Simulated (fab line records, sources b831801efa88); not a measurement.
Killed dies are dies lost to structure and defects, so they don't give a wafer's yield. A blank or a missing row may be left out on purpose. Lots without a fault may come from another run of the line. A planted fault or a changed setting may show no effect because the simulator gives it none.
A struck lot beside a sound one | flow sky130 | 14 steps out of a route of 708
Sound: wafers L609.1, L609.3, L609.4. Struck: wafers L616.1, L616.3, L616.6. The cause comes at the end.
At each step with rows: each side's tool, then ch and its chambers, then its first start. Under that, the readings that differ: sound wafers | struck wafers | difference of the means | sigmas: that difference in standard deviations of wafers without a fault.
alike: readings whose means differ by less than 2 such deviations, and words and numbers that are the same on both sides. not compared: withheld readings, readings that some wafer has no value for, bounds like >300 that may hide the same value, and numbers for which the record gives no deviation and whose values overlap.
The two part at a step that has a row with sigmas, a row that says differs or no value, or rows on one side only. Numbers that don't overlap but have no deviation are shown without sigmas and don't part them. A reading that every wafer of one side lacks parts them only if that side has two wafers or more.

SKY_FIELD_ISO_BOW_MEAS_00:
  sound on film_metro-01, day 3 12:00; struck on film_metro-03, day 4 23:00
  alike: INCOMING_BOW
then, 1 step without rows for these wafers: SKY_FIELD_ISO_OXIDATION_01 (stabilise 600 s, purge 300 s, target thk 12 nm).
SKY_FIELD_ISO_THK_MEAS_02:
  sound on film_metro-01, day 3 14:43; struck on film_metro-01, day 5 03:19
  alike: FIELD_ISO_OXIDATION_00_THK
then, 1 step without rows for these wafers: SKY_FIELD_ISO_CVD_03 (deposits Si3N4 from DCS/NH3, target thk 165 nm, time 2830 s).
SKY_FIELD_ISO_THK_MEAS_04:
  sound on film_metro-01, day 3 16:55; struck on film_metro-03, day 5 05:10
  alike: FIELD_ISO_CVD_03_THK
then, 7 steps without rows for these wafers: SKY_FIELD_ISO_DEHYDRATE_05 (time 60 s); SKY_FIELD_ISO_HMDS_06 (prime time 60 s); SKY_FIELD_ISO_COAT_07 (resist thk 60 nm); SKY_FIELD_ISO_COAT_08 (resist thk 450 nm); SKY_FIELD_ISO_SOFTBAKE_09 (time 90 s); SKY_FIELD_ISO_EXPOSE_10 (exposes mask FOM, target cd 150 nm); SKY_FIELD_ISO_PEB_11.
SKY_FIELD_ISO_DEVELOP_12: develop time 60 s.
  sound on litho_track-03 ch 0, day 4 09:00; struck on litho_track-03, day 5 22:00
  no value came back on the struck wafers for chill_plate_temp_C (C), develop_time_s (s); on the sound wafers chill_plate_temp_C (C) reads 22.94 22.92 23.15
  reading                                          | sound             | struck          | difference | sigmas
  model.KrF-thick_of_FIELD_ISO_COAT_08.thk_nm (nm) | 434.2 435.3 433.7 | 451.3 451 451.4 | +16.8      |
SKY_FIELD_ISO_CD_MEAS_13: target cd 150 nm.
  sound on cd_sem-02, day 4 09:41; struck on cd_sem-02, day 5 22:41
  reading    | sound             | struck | difference                    | sigmas
  cd_nm (nm) | 150.5 151.0 150.0 | - - -  | no value on the struck wafers |

WHERE THEY PART
First at SKY_FIELD_ISO_DEVELOP_12; last, within this record, at SKY_FIELD_ISO_CD_MEAS_13.

WHY: what the simulator had put in
Skipped step whole: litho_track-03, from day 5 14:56 on, at SKY_FIELD_ISO_DEVELOP_12. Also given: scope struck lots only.
